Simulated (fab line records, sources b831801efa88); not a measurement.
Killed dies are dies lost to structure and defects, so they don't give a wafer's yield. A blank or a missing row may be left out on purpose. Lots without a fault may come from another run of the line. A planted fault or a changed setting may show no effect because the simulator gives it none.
fab line records | flow sky130
record lots=6 wafers=18 last_day=50
route steps=708 shown POLY_CUT@317 SD_P@320 RES_XHIGH@332 SD_N@342 PAD_OPEN@708
lots that met no fault: from a run of the same line without faults
start_h: hours from the record's first day to the start of the lot's first wafer shown | wait_h: hours since the lot's step before | " the same as in the row above | L1.1+2: a row that stands for several wafers | - no value, or no start given | * or withheld: withheld | < > ~ a bound
route shown NAME@n: a module of which the file shows steps, and the number in the route of the first | usual: mean/standard deviation of fault-free wafers | same: alike in all rows | chamber/n: place in a boat | sites: the reading at each site | _std_site: their standard deviation | _edge_site: outer sites' mean less inner sites' | radius_mm: how far each site lies from the wafer's centre | mask NAME#n: copy n | behind: the tool/chamber that last shaped the wafer | hold: why the lot was held/for how many hours/how that ended | device: the transistor (n, p or np) that didn't switch | end of line: the same wafers' tests at the end of the route | a step without rows: its recipe alone | killed: dies lost to structure and defects at the first sort, not the wafer's yield | map: a wafer's dies, x killed, . not, _ none there
set.NAME: the setting as run; set.NAME@STEP: as run at that earlier step | model.NAME: the simulator's own value behind a step, which no gauge read
lots at some steps of the route; a table a step, a row a wafer
services: from which hour (start_h, from the record's first day; less than 0 if before it) a tool's chamber was out of use, for how many hours, and why
## steps
# step SKY_POLY_CUT_ETCH_10
# recipe chemistry=N2/H2 target=BARC ion_energy_ev=200 source_w=500 bias_w=100 pressure_mtorr=30 n2_flow_sccm=100 h2_flow_sccm=200 stop_on=SiO2 time_s=45.9 target_depth_a=600
# usual bias_w=100.02/0.28 drypump_motor_current_A=5.5/0.48 oes_product_au=0.854/0.0045 rf_fwd_power_W=494.3/2.3 throttle_valve_pct=13.226/0.009
# columns lot.wafer tool chamber start_h wait_h bias_w drypump_motor_current_A oes_product_au rf_fwd_power_W rf_hours_counter_h throttle_valve_pct
L763.1 rie_diel-02 1 580.21 0.0 99.76 4.9 0.861 493.1 10 13.223
L763.2 " 0 " " 99.95 5.2 0.861 492.8 23 13.236
L763.5 " 3 " " 100.18 5.9 0.844 495.1 - 13.222
L767.1 rie_diel-02 3 612.16 0.0 99.73 5.9 0.856 497.2 60 13.239
L767.3 " 0 " " 99.82 5.2 0.856 494.4 23 13.228
L767.5 " 1 " " 99.99 4.9 0.857 494.3 - 13.234
L768.1 rie_diel-04 2 620.01 0.0 100.16 5.1 0.859 496.7 10 13.222
L768.2 " 0 " " 100.06 5.7 0.856 496.2 14 13.227
L768.6 " 2 " " 100.61 5.0 0.858 495.5 - 13.231
L769.2 rie_diel-04 2 631.70 0.0 99.87 5.0 0.851 496.5 10 13.232
L769.3 " 1 " " 100.49 5.4 0.852 488.8 1 13.230
L769.6 " 0 " " 99.91 5.7 0.854 491.0 - 13.228
L781.2 rie_diel-02 0 715.23 0.0 100.24 5.2 0.855 495.1 25 13.232
L781.3 " 1 " " 100.53 4.9 0.862 492.8 13 13.218
L781.5 " 2 " " 100.02 6.4 0.847 492.5 - 13.225
L784.1 rie_diel-04 1 746.68 0.0 100.41 5.4 0.860 492.3 3 13.220
L784.3 " 2 " " 100.23 5.0 0.856 495.9 13 13.215
L784.4 " 3 " " 99.73 5.3 0.853 492.7 2 13.216
# step SKY_POLY_CUT_ETCH_11
# recipe target=Si3N4 chemistry=CF4/CH2F2/Ar stop_on=poly-Si source_w=600 bias_w=150 pressure_mtorr=40 cf4_flow_sccm=40 ch2f2_flow_sccm=20 Ar_flow_sccm=150 time_s=42.5 target_depth_a=600
# step SKY_POLY_CUT_STRIP_12
# recipe chemistry=O2/N2 power_w=1400 pressure_mtorr=1500 platen_temp_c=withheld o2_flow_sccm=3000 n2_flow_sccm=300 overash_fraction=0.5
# usual drypump_motor_current_A=5.8/0.36 oes_product_au=0.453/0.0046 strip_time_to_endpoint_s=5.355/0.015
# columns lot.wafer tool chamber start_h wait_h drypump_motor_current_A oes_product_au rf_hours_counter_h strip_time_to_endpoint_s
L763.1 plasma_asher-01 0 580.29 0.0 6.2 0.458 14 5.383
L763.2 " 1 " " 5.9 0.455 14 5.362
L763.5 " 1 " " 5.9 0.447 - 5.346
L767.1 plasma_asher-04 0 612.24 0.0 5.6 0.451 91 5.356
L767.3 " 0 " " 5.6 0.458 - 5.358
L767.5 " 1 " " 5.1 0.461 - 5.343
L768.1 plasma_asher-02 0 620.09 0.0 6.0 0.448 83 5.338
L768.2 " 1 " " 5.7 0.456 83 5.353
L768.6 " 0 " " 6.0 0.450 - 5.362
L769.2 plasma_asher-02 0 631.78 0.0 6.0 0.449 84 5.328
L769.3 " 1 " " 5.7 0.447 - 5.356
L769.6 " 0 " " 6.0 0.447 - 5.346
L781.2 plasma_asher-04 0 715.32 0.0 5.6 0.452 101 5.346
L781.3 " 0 " " 5.6 0.457 - 5.350
L781.5 " 0 " " 5.6 0.447 - 5.348
L784.1 plasma_asher-02 0 746.77 0.0 6.0 0.452 95 5.341
L784.3 " 1 " " 5.7 0.453 - 5.372
L784.4 " 0 " " 6.0 0.462 - 5.350
# step SKY_SD_P_DEHYDRATE_00
# recipe temp_c=200 time_s=60
# step SKY_SD_P_HMDS_01
# recipe prime_time_s=60 prime_temp_c=119.5
# step SKY_SD_P_COAT_02
# recipe resist=NOVOLAK spin_rpm=3000 resist_thk_nm=1140
# step SKY_SD_P_SOFTBAKE_03
# recipe temp_c=90 time_s=60 resist=NOVOLAK
# step SKY_SD_P_EXPOSE_04
# recipe mask_id=PSDM na=0.6 source_shape=conventional sigma_outer=0.6 polarization=unpolarized target_cd_nm=380 dose_mj=138
# step SKY_SD_P_PEB_05
# recipe temp_c=withheld time_s=* resist=NOVOLAK
# step SKY_SD_P_DEVELOP_06
# recipe resist=NOVOLAK developer=TMAH develop_time_s=60 dev_temp_c=24.15
# step SKY_SD_P_CD_MEAS_07
# recipe target_cd_nm=380
# usual cd_nm=380.6/2.4
# columns lot.wafer tool chamber start_h wait_h cd_nm
L763.1 cd_sem-01 - 609.90 0.1 380.1
L763.2 " - " " 382.2
L763.5 " - " " 380.8
L767.1 cd_sem-02 - 640.68 0.1 379.7
L767.3 " - " " 378.6
L767.5 " - " " 378.9
L768.1 cd_sem-01 - 649.48 0.1 381.3
L768.2 " - " " 381.0
L768.6 " - " " 381.4
L769.2 cd_sem-02 - 660.40 0.1 377.5
L769.3 " - " " 378.5
L769.6 " - " " 379.3
L781.2 cd_sem-01 - 742.35 0.1 381.9
L781.3 " - " " 380.8
L781.5 " - " " 380.4
L784.1 cd_sem-02 - 774.15 0.1 381.2
L784.3 " - " " 380.0
L784.4 " - " " 381.6
# step SKY_SD_P_OVL_MEAS_08
# usual SD_P_OVL=-0.5/1.5
# columns lot.wafer tool chamber start_h wait_h SD_P_OVL[nm]
L763.1 overlay-01 - 610.02 0.1 0.0
L763.2 " - " " -0.1
L763.5 " - " " 0.7
L767.1 overlay-02 - 640.80 0.1 0.1
L767.3 " - " " 2.4
L767.5 " - " " 1.3
L768.1 overlay-02 - 649.60 0.1 -0.4
L768.2 " - " " -0.7
L768.6 " - " " -0.2
L769.2 overlay-02 - 660.50 0.1 -1.5
L769.3 " - " " 0.5
L769.6 " - " " 0.0
L781.2 overlay-02 - 742.46 0.1 1.0
L781.3 " - " " 0.5
L781.5 " - " " 1.9
L784.1 overlay-01 - 774.27 0.1 -1.3
L784.3 " - " " 1.5
L784.4 " - " " -0.8
# step SKY_SD_P_IMPLANT_09
# recipe species=BF2 energy_kev=20 dose_cm2=3e+15 tilt_deg=0
# columns lot.wafer tool chamber start_h wait_h
L763.1+2+5 implanter-01 0 610.06 0.0
L767.1+3+5 implanter-02 0 640.84 0.0
L768.1+2+6 implanter-02 0 649.64 0.0
L769.2+3+6 implanter-04 0 660.56 0.0
L781.2+3+5 implanter-01 0 742.51 0.0
L784.1+3+4 implanter-01 0 774.31 0.0
# step SKY_SD_P_STRIP_10
# recipe chemistry=O2/N2 power_w=1400 pressure_mtorr=1500 platen_temp_c=withheld o2_flow_sccm=3000 n2_flow_sccm=300 overash_fraction=0.5
# usual drypump_motor_current_A=5.64/0.26 oes_product_au=0.617/0.0042 strip_time_to_endpoint_s=17.47/0.042
# columns lot.wafer tool chamber start_h wait_h drypump_motor_current_A oes_product_au rf_hours_counter_h strip_time_to_endpoint_s
L763.1 plasma_asher-02 1 610.21 0.1 5.73 0.620 82 17.53
L763.2 " 0 " " 6.02 0.620 82 17.54
L763.5 " 0 " " 6.01 0.614 - 17.51
L767.1 plasma_asher-02 1 640.99 0.1 5.74 0.623 85 17.44
L767.3 " 1 " " 5.73 0.618 - 17.49
L767.5 " 0 " " 6.00 0.614 - 17.48
L768.1 plasma_asher-03 1 649.79 0.1 5.57 0.619 46 17.46
L768.2 " 0 " " 5.48 0.615 46 17.49
L768.6 " 0 " " 5.51 0.621 - 17.49
L769.2 plasma_asher-03 0 660.68 0.1 5.47 0.617 48 17.56
L769.3 " 1 " " 5.59 0.618 - 17.53
L769.6 " 0 " " 5.48 0.612 - 17.55
L781.2 plasma_asher-02 0 742.64 0.1 5.98 0.621 95 17.47
L781.3 " 1 " " 5.74 0.624 - 17.50
L781.5 " 1 " " 5.75 0.618 - 17.49
L784.1 plasma_asher-02 0 774.46 0.1 5.99 0.612 98 17.44
L784.3 " 0 " " 5.99 0.620 - 17.46
L784.4 " 1 " " 5.72 0.611 - 17.46
# step SKY_SD_P_TW_MEAS_11
# usual SD_P_TW=2816/18
# columns lot.wafer tool chamber start_h wait_h SD_P_TW
L763.1 film_metro-02 - 610.31 0.1 2830
L763.2 " - " " 2821
L763.5 " - " " 2809
L767.1 film_metro-02 - 641.09 0.1 2792
L767.3 " - " " 2791
L767.5 " - " " 2805
L768.1 film_metro-04 - 649.89 0.1 2835
L768.2 " - " " 2834
L768.6 " - " " 2841
L769.2 film_metro-04 - 660.79 0.1 2828
L769.3 " - " " 2837
L769.6 " - " " 2849
L781.2 film_metro-04 - 742.75 0.1 2828
L781.3 " - " " 2816
L781.5 " - " " 2811
L784.1 film_metro-02 - 774.56 0.1 2817
L784.3 " - " " 2813
L784.4 " - " " 2807
# step SKY_RES_XHIGH_DEHYDRATE_00
# recipe temp_c=200 time_s=60
# step SKY_RES_XHIGH_HMDS_01
# recipe prime_time_s=60 prime_temp_c=120
# step SKY_RES_XHIGH_COAT_02
# recipe resist=NOVOLAK spin_rpm=3000 resist_thk_nm=1140
# step SKY_RES_XHIGH_SOFTBAKE_03
# recipe temp_c=90 time_s=60 resist=NOVOLAK
# step SKY_RES_XHIGH_EXPOSE_04
# recipe mask_id=URPM na=0.6 source_shape=conventional sigma_outer=0.6 polarization=unpolarized target_cd_nm=1270 dose_mj=140
# step SKY_RES_XHIGH_PEB_05
# recipe temp_c=withheld time_s=* resist=NOVOLAK
# step SKY_RES_XHIGH_DEVELOP_06
# recipe resist=NOVOLAK developer=TMAH develop_time_s=60 dev_temp_c=23
# step SKY_RES_XHIGH_IMPLANT_07
# recipe species=BF2 energy_kev=20 dose_cm2=3.6e+14 tilt_deg=0
# step SKY_RES_XHIGH_STRIP_08
# recipe chemistry=O2/N2 power_w=1400 pressure_mtorr=1500 platen_temp_c=withheld o2_flow_sccm=3000 n2_flow_sccm=300 overash_fraction=0.5
# usual drypump_motor_current_A=5.7/0.33 oes_product_au=0.711/0.0046 strip_time_to_endpoint_s=14.25/0.034
# columns lot.wafer tool chamber start_h wait_h drypump_motor_current_A oes_product_au rf_hours_counter_h strip_time_to_endpoint_s
L763.1 plasma_asher-01 1 639.74 0.1 5.9 0.711 20 14.25
L763.2 " 0 " " 6.2 0.720 20 14.27
L763.5 " 1 " " 5.9 0.713 - 14.28
L767.1 plasma_asher-01 1 668.53 0.1 5.9 0.713 23 14.26
L767.3 " 0 " " 6.2 0.710 - 14.23
L767.5 " 0 " " 6.2 0.716 - 14.27
L768.1 plasma_asher-01 0 677.78 0.1 6.2 0.704 24 14.20
L768.2 " 1 " " 5.9 0.710 24 14.23
L768.6 " 0 " " 6.2 0.707 - 14.21
L769.2 plasma_asher-04 0 688.74 0.1 5.6 0.702 98 14.26
L769.3 " 0 " " 5.6 0.712 - 14.28
L769.6 " 0 " " 5.6 0.710 - 14.29
L781.2 plasma_asher-03 0 769.83 0.1 5.5 0.709 58 14.25
L781.3 " 1 " " 5.6 0.710 - 14.20
L781.5 " 1 " " 5.6 0.714 - 14.22
L784.1 plasma_asher-01 1 801.08 0.1 5.9 0.709 36 14.35
L784.3 " 1 " " 5.9 0.716 - 14.30
L784.4 " 0 " " 6.2 0.702 - 14.32
# step SKY_RES_XHIGH_TW_MEAS_09
# usual RES_XHIGH_TW=1631/11
# columns lot.wafer tool chamber start_h wait_h RES_XHIGH_TW
L763.1 film_metro-02 - 639.84 0.1 1612
L763.2 " - " " 1622
L763.5 " - " " 1623
L767.1 film_metro-04 - 668.63 0.1 1649
L767.3 " - " " 1639
L767.5 " - " " 1644
L768.1 film_metro-03 - 677.88 0.1 1645
L768.2 " - " " 1637
L768.6 " - " " 1643
L769.2 film_metro-02 - 688.85 0.1 1619
L769.3 " - " " 1618
L769.6 " - " " 1624
L781.2 film_metro-04 - 769.94 0.1 1614
L781.3 " - " " 1612
L781.5 " - " " 1618
L784.1 film_metro-02 - 801.18 0.1 1627
L784.3 " - " " 1622
L784.4 " - " " 1623
# step SKY_SD_N_DEHYDRATE_00
# recipe temp_c=200 time_s=60
# step SKY_SD_N_HMDS_01
# recipe prime_time_s=60 prime_temp_c=120
# step SKY_SD_N_COAT_02
# recipe resist=NOVOLAK spin_rpm=3000 resist_thk_nm=1140
# step SKY_SD_N_SOFTBAKE_03
# recipe temp_c=90 time_s=60 resist=NOVOLAK
# step SKY_SD_N_EXPOSE_04
# recipe mask_id=NSDM na=0.6 source_shape=conventional sigma_outer=0.6 polarization=unpolarized target_cd_nm=380 dose_mj=141
# step SKY_SD_N_PEB_05
# recipe temp_c=withheld time_s=* resist=NOVOLAK
# step SKY_SD_N_DEVELOP_06
# recipe resist=NOVOLAK developer=TMAH develop_time_s=60 dev_temp_c=23
# step SKY_SD_N_CD_MEAS_07
# recipe target_cd_nm=380
# usual cd_nm=379.8/2.7
# columns lot.wafer tool chamber start_h wait_h cd_nm
L763.1 cd_sem-02 - 668.08 0.1 375.3
L763.2 " - " " 374.3
L763.5 " - " " 373.3
L767.1 cd_sem-02 - 696.54 0.1 379.5
L767.3 " - " " 378.2
L767.5 " - " " 379.8
L768.1 cd_sem-01 - 705.90 0.1 380.4
L768.2 " - " " 381.9
L768.6 " - " " 381.4
L769.2 cd_sem-02 - 717.01 0.1 378.9
L769.3 " - " " 378.4
L769.6 " - " " 379.1
L781.2 cd_sem-02 - 796.80 0.1 377.8
L781.3 " - " " 376.9
L781.5 " - " " 379.2
L784.1 cd_sem-02 - 827.80 0.1 381.5
L784.3 " - " " 381.8
L784.4 " - " " 383.3
# step SKY_SD_N_OVL_MEAS_08
# usual SD_N_OVL=-0.4/1.2
# columns lot.wafer tool chamber start_h wait_h SD_N_OVL[nm]
L763.1 overlay-01 - 668.20 0.1 -1.6
L763.2 " - " " -0.5
L763.5 " - " " -1.2
L767.1 overlay-02 - 696.66 0.1 -2.4
L767.3 " - " " -1.8
L767.5 " - " " -0.4
L768.1 overlay-01 - 706.02 0.1 0.4
L768.2 " - " " 1.3
L768.6 " - " " 0.2
L769.2 overlay-02 - 717.12 0.1 -0.5
L769.3 " - " " -0.8
L769.6 " - " " -1.2
L781.2 overlay-01 - 796.91 0.1 0.0
L781.3 " - " " -1.8
L781.5 " - " " -2.2
L784.1 overlay-01 - 827.92 0.1 -0.6
L784.3 " - " " 0.6
L784.4 " - " " 0.6
# step SKY_SD_N_IMPLANT_09
# recipe species=As energy_kev=50 dose_cm2=4e+15 tilt_deg=0
# step SKY_SD_N_IMPLANT_10
# recipe species=P energy_kev=20 dose_cm2=1e+14 tilt_deg=0
# step SKY_SD_N_STRIP_11
# recipe chemistry=O2/N2 power_w=1400 pressure_mtorr=1500 platen_temp_c=withheld o2_flow_sccm=3000 n2_flow_sccm=300 overash_fraction=0.5
# usual drypump_motor_current_A=5.83/0.24 oes_product_au=0.528/0.0048 strip_time_to_endpoint_s=22.53/0.04
# columns lot.wafer tool chamber start_h wait_h drypump_motor_current_A oes_product_au rf_hours_counter_h strip_time_to_endpoint_s
L763.1 plasma_asher-02 1 668.54 0.1 5.75 0.527 88 22.53
L763.2 " 0 " " 6.02 0.527 88 22.52
L763.5 " 0 " " 6.00 0.531 - 22.53
L767.1 plasma_asher-01 0 697.00 0.1 6.24 0.533 26 22.56
L767.3 " 0 " " 6.23 0.522 - 22.54
L767.5 " 1 " " 5.89 0.520 - 22.52
L768.1 plasma_asher-01 0 706.36 0.1 6.24 0.523 27 22.49
L768.2 " 1 " " 5.88 0.530 27 22.48
L768.6 " 1 " " 5.86 0.533 - 22.49
L769.2 plasma_asher-01 1 717.45 0.1 5.88 0.527 28 22.59
L769.3 " 0 " " 6.26 0.536 - 22.58
L769.6 " 0 " " 6.24 0.528 - 22.60
L781.2 plasma_asher-03 1 797.24 0.1 5.57 0.533 60 22.54
L781.3 " 0 " " 5.50 0.524 - 22.56
L781.5 " 0 " " 5.53 0.524 - 22.61
L784.1 plasma_asher-03 1 828.26 0.1 5.59 0.525 63 22.53
L784.3 " 0 " " 5.49 0.522 - 22.56
L784.4 " 1 " " 5.57 0.528 - 22.52
# step SKY_SD_N_TW_MEAS_12
# usual SD_N_TW=3970/32
# columns lot.wafer tool chamber start_h wait_h SD_N_TW
L763.1 film_metro-02 - 668.64 0.1 3977
L763.2 " - " " 3973
L763.5 " - " " 3958
L767.1 film_metro-04 - 697.10 0.1 3979
L767.3 " - " " 3996
L767.5 " - " " 4000
L768.1 film_metro-02 - 706.46 0.1 3898
L768.2 " - " " 3916
L768.6 " - " " 3931
L769.2 film_metro-03 - 717.56 0.1 3994
L769.3 " - " " 3974
L769.6 " - " " 3980
L781.2 film_metro-03 - 797.42 0.1 3977
L781.3 " - " " 3976
L781.5 " - " " 3985
L784.1 film_metro-03 - 828.36 0.1 4004
L784.3 " - " " 3983
L784.4 " - " " 3999
# step SKY_SD_N_CLEAN_13
# recipe chemistry=SC1/SC2 mix=1:4:20 temp_c=70 time_s=150 dry=n2_spin
# step SKY_SD_N_RTA_14
# recipe temp_c=1075 time_s=2 idle_temp_c=650 ramp_up_c_per_s=150 ramp_down_c_per_s=90 ambient=N2
# step SKY_SD_N_RS_MEAS_16
# recipe thk_meas_gauge=four-point-probe
# usual SD_N_RS=68.52/0.13
# columns lot.wafer tool chamber start_h wait_h SD_N_RS[ohm/sq]
L763.1 film_metro-04 - 668.97 0.1 68.51
L763.2 " - " " 68.47
L763.5 " - " " 68.52
L767.1 film_metro-02 - 697.38 0.1 68.59
L767.3 " - " " 68.55
L767.5 " - " " 68.44
L768.1 film_metro-02 - 706.74 0.1 68.63
L768.2 " - " " 68.67
L768.6 " - " " 68.65
L769.2 film_metro-03 - 717.85 0.1 68.49
L769.3 " - " " 68.35
L769.6 " - " " 68.31
L781.2 film_metro-03 - 797.71 0.1 68.34
L781.3 " - " " 68.38
L781.5 " - " " 68.17
L784.1 film_metro-03 - 828.64 0.1 68.34
L784.3 " - " " 68.25
L784.4 " - " " 68.57
# step SKY_PAD_OPEN_PROBE_99
# usual killed_at_M0_to_M3=43/6.6 killed_at_M4_up=2.9/1.8 killed_at_contacts=25/5.3 killed_at_front_end=15/4.1 killed_at_other=0.3/0.6 killed_dies=86/8.8 killed_on_rim=17/3.5 killed_open=47/6.7 killed_short=39/6.2
# same gross_dies=492 killed_at_back_side=0
# columns lot.wafer tool chamber start_h wait_h killed_at_M0_to_M3 killed_at_M4_up killed_at_contacts killed_at_front_end killed_at_other killed_dies killed_on_rim killed_open killed_short model.etest.pfet_g5v0d10v5.r_on_ohm_um model.etest.pfet_01v8.r_on_ohm_um model.etest.pfet_g5v0d10v5.drive_ua_um model.etest.pfet_01v8_lvt.drive_ua_um model.etest.res_high_po.rs_ohm_sq_range
L763.1 prober-02 - 1089.06 0.1 39 0 30 15 2 86 14 45 41 4781 2953 339.9 171.6 8.475
L763.2 prober-02 - 1089.11 0.1 36 2 32 18 0 88 17 49 39 4643 2837 351.9 176.3 7.283
L763.5 prober-02 - 1089.26 0.2 46 3 24 16 0 89 18 47 41 4696 2875 345.6 175.2 9.423
L767.1 prober-02 - 1113.12 0.1 45 1 26 14 0 86 13 43 43 4882 2818 332.6 174.1 8.984
L767.3 prober-02 - 1113.22 0.2 42 0 29 12 0 83 17 50 32 4851 2848 335 172.2 9.596
L767.5 prober-02 - 1113.32 0.2 49 5 14 19 1 88 18 42 46 4873 2804 327.2 173.6 11.43
L768.1 prober-01 - 1120.21 0.1 40 4 21 14 0 79 15 35 43 4871 2933 333 173.9 9.562
L768.2 prober-01 - 1120.26 0.1 54 5 20 16 0 95 19 44 50 4849 2997 331.6 174.9 9.325
L768.6 prober-01 - 1120.46 0.2 55 3 26 14 0 98 20 49 49 4858 2999 333.4 173.8 11.58
L769.2 prober-02 - 1128.73 0.1 45 2 29 11 0 87 19 48 38 4720 2828 342 174.5 6.349
L769.3 prober-02 - 1128.78 0.2 47 5 24 8 0 84 18 53 31 4703 2832 341.4 175.2 5.822
L769.6 prober-02 - 1128.93 0.2 40 4 14 19 0 77 16 39 36 4768 2887 341.5 173.3 2.719
L781.2 prober-01 - 1180.13 0.1 48 4 25 15 0 92 20 48 43 4950 2946 329.7 166.8 8.385
L781.3 prober-01 - 1180.18 0.2 41 3 27 13 1 85 14 45 39 4958 2998 328.3 165.9 9.128
L781.5 prober-01 - 1180.28 0.2 45 2 28 22 1 98 16 51 47 5074 3063 321.7 164.7 8.281
L784.1 prober-02 - 1200.63 0.1 44 3 23 15 0 85 17 48 37 4845 3094 340.4 168 18.89
L784.3 prober-02 - 1200.73 0.2 43 0 26 20 0 89 19 54 35 4874 3071 335.9 168.4 20.99
L784.4 prober-02 - 1200.78 0.2 56 2 28 20 1 107 22 60 47 4882 3073 336.1 168.1 19.51
# killed by level:class
L763.1 LI_CONTACT:geometric_particle:open=11 VIA1:geometric_particle:open=8 CONTACT:geometric_particle:open=7 METAL1:geometric_particle:short=7 VIA1:geometric_particle:short=6 FIELD_ISO:geometric_particle:open=5 VIA3:geometric_particle:short=5 LOCAL_INTERCONNECT:geometric_particle:short=4
L763.2 CONTACT:geometric_particle:open=12 VIA1:geometric_particle:open=12 FIELD_ISO:geometric_particle:open=6 LI_CONTACT:geometric_particle:open=6 LOCAL_INTERCONNECT:geometric_particle:short=6 FIELD_ISO:geometric_particle:short=5 METAL2:geometric_particle:short=5 VIA2:geometric_particle:open=5
L763.5 VIA3:geometric_particle:open=9 VIA2:geometric_particle:open=8 LI_CONTACT:geometric_particle:open=7 VIA1:geometric_particle:short=7 VIA1:geometric_particle:open=6 METAL1:geometric_particle:short=6 CONTACT:geometric_particle:open=5 FIELD_ISO:geometric_particle:open=4
L767.1 CONTACT:geometric_particle:open=10 VIA2:geometric_particle:open=8 VIA1:geometric_particle:open=7 VIA1:geometric_particle:short=6 CONTACT:geometric_particle:short=5 FIELD_ISO:geometric_particle:short=4 METAL1:geometric_particle:short=4 LOCAL_INTERCONNECT:geometric_particle:short=4
L767.3 CONTACT:geometric_particle:open=16 VIA1:geometric_particle:open=13 METAL1:geometric_particle:short=6 VIA1:geometric_particle:short=5 VIA3:geometric_particle:open=5 FIELD_ISO:geometric_particle:short=4 LI_CONTACT:geometric_particle:open=4 LOCAL_INTERCONNECT:geometric_particle:short=4
L767.5 VIA1:geometric_particle:open=11 METAL2:geometric_particle:short=6 VIA2:geometric_particle:open=6 FIELD_ISO:geometric_particle:short=5 METAL1:geometric_particle:short=5 METAL3:geometric_particle:short=5 VIA3:geometric_particle:open=5 METAL4:geometric_particle:short=5
L768.1 VIA1:geometric_particle:open=7 CONTACT:geometric_particle:short=7 METAL1:geometric_particle:short=7 POLY_GATE:geometric_particle:open=6 CONTACT:geometric_particle:open=6 LI_CONTACT:geometric_particle:open=5 VIA2:geometric_particle:short=5 METAL2:geometric_particle:short=4
L768.2 VIA1:geometric_particle:open=12 METAL2:geometric_particle:short=8 VIA3:geometric_particle:open=7 VIA2:geometric_particle:open=7 METAL1:geometric_particle:short=6 FIELD_ISO:geometric_particle:short=5 LI_CONTACT:geometric_particle:open=5 LOCAL_INTERCONNECT:geometric_particle:short=5
L768.6 VIA1:geometric_particle:open=12 VIA1:geometric_particle:short=11 VIA3:geometric_particle:open=9 CONTACT:geometric_particle:open=8 CONTACT:geometric_particle:short=7 METAL1:geometric_particle:short=7 VIA2:geometric_particle:open=7 POLY_GATE:geometric_particle:short=4
L769.2 VIA1:geometric_particle:open=13 CONTACT:geometric_particle:open=11 LI_CONTACT:geometric_particle:open=8 METAL2:geometric_particle:short=6 VIA1:geometric_particle:short=5 VIA2:geometric_particle:short=5 VIA3:geometric_particle:open=5 LOCAL_INTERCONNECT:geometric_particle:short=4
L769.3 VIA1:geometric_particle:open=15 VIA2:geometric_particle:open=11 CONTACT:geometric_particle:open=8 VIA3:geometric_particle:open=7 LI_CONTACT:geometric_particle:open=5 FIELD_ISO:geometric_particle:short=4 CONTACT:geometric_particle:short=4 VIA1:geometric_particle:short=4
L769.6 LI_CONTACT:geometric_particle:open=7 METAL2:geometric_particle:short=7 FIELD_ISO:geometric_particle:open=6 FIELD_ISO:geometric_particle:short=6 VIA3:geometric_particle:open=6 VIA1:geometric_particle:open=5 METAL3:geometric_particle:short=5 VIA3:geometric_particle:short=5
L781.2 VIA1:geometric_particle:open=13 LI_CONTACT:geometric_particle:open=10 METAL1:geometric_particle:short=9 METAL2:geometric_particle:short=6 CONTACT:geometric_particle:open=6 VIA3:geometric_particle:open=6 FIELD_ISO:geometric_particle:open=5 POLY_GATE:geometric_particle:open=4
L781.3 LI_CONTACT:geometric_particle:open=9 VIA1:geometric_particle:open=9 VIA1:geometric_particle:short=7 CONTACT:geometric_particle:open=7 VIA3:geometric_particle:open=5 POLY_GATE:geometric_particle:open=4 LOCAL_INTERCONNECT:geometric_particle:short=4 CONTACT:geometric_particle:short=4
L781.5 CONTACT:geometric_particle:open=13 VIA1:geometric_particle:open=8 METAL2:geometric_particle:short=7 FIELD_ISO:geometric_particle:open=6 VIA3:geometric_particle:open=6 METAL1:geometric_particle:short=6 FIELD_ISO:geometric_particle:short=5 VIA2:geometric_particle:open=5
L784.1 VIA1:geometric_particle:open=12 VIA3:geometric_particle:open=10 CONTACT:geometric_particle:short=7 LOCAL_INTERCONNECT:geometric_particle:short=6 CONTACT:geometric_particle:open=6 FIELD_ISO:geometric_particle:open=4 LI_CONTACT:geometric_particle:open=4 VIA1:geometric_particle:short=4
L784.3 CONTACT:geometric_particle:open=12 METAL1:geometric_particle:short=11 VIA1:geometric_particle:open=8 POLY_GATE:geometric_particle:open=7 LI_CONTACT:geometric_particle:open=7 FIELD_ISO:geometric_particle:open=5 VIA3:geometric_particle:open=5 CONTACT:geometric_particle:short=4
L784.4 CONTACT:geometric_particle:open=14 VIA1:geometric_particle:open=12 METAL2:geometric_particle:short=11 VIA3:geometric_particle:open=10 VIA1:geometric_particle:short=7 METAL1:geometric_particle:short=7 LOCAL_INTERCONNECT:geometric_particle:short=6 FIELD_ISO:geometric_particle:open=5
## services
# columns tool chamber start_h hours kind
plasma_asher-02 - 565.86 4.8 repair
implanter-02 - 577.87 10.7 pm
plasma_asher-02 - 624.68 0.5 repair
plasma_asher-03 - 624.84 1.1 repair
implanter-01 - 642.56 4.0 pm
plasma_asher-03 - 645.32 2.8 pm
rie_diel-04 0 649.03 4.5 repair
implanter-01 - 649.61 5.9 repair
implanter-01 - 665.47 1.9 repair
rie_diel-04 1 671.67 9.0 repair
rie_diel-04 - 686.75 0.8 repair
rie_diel-02 0 695.64 15.5 repair
implanter-01 - 702.02 3.2 pm
implanter-02 - 707.63 17.4 pm
plasma_asher-04 - 733.75 9.0 pm
rie_diel-04 - 737.98 2.8 pm
plasma_asher-03 - 751.83 6.1 repair
implanter-02 - 764.73 2.0 repair
rie_diel-02 1 786.88 5.9 repair
plasma_asher-04 - 799.18 5.8 repair
rie_diel-02 3 800.16 17.5 repair
rie_diel-04 - 814.09 2.4 repair
implanter-01 - 823.37 3.0 repair
rie_diel-04 2 824.43 4.9 repair
## key
first_sign none at tools or gauges
model_effect step=SKY_PAD_OPEN_PROBE_99 value=etest.pfet_g5v0d10v5.r_on_ohm_um without=4742 struck=4930
met_at SKY_SD_P_IMPLANT_09
struck_wafers L781.2,L781.3,L781.5,L784.1,L784.3,L784.4
tester_left_out L781,L784
onset_between 610.06 742.51
also_fits time
fault kind=process_parameter_drift tool=implanter-01 chamber=- onset_h=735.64 steps=SKY_SD_P_IMPLANT_09 channel=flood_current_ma offset=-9 shape=step end_h=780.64
# tester_left_out: of these lots the tester's yield and bins aren't shown, on N5 and GAA mostly nor the transistor test; their killed dies are dies lost to structure and defects alone, not to doping, threshold or leakage, so they don't give the yield
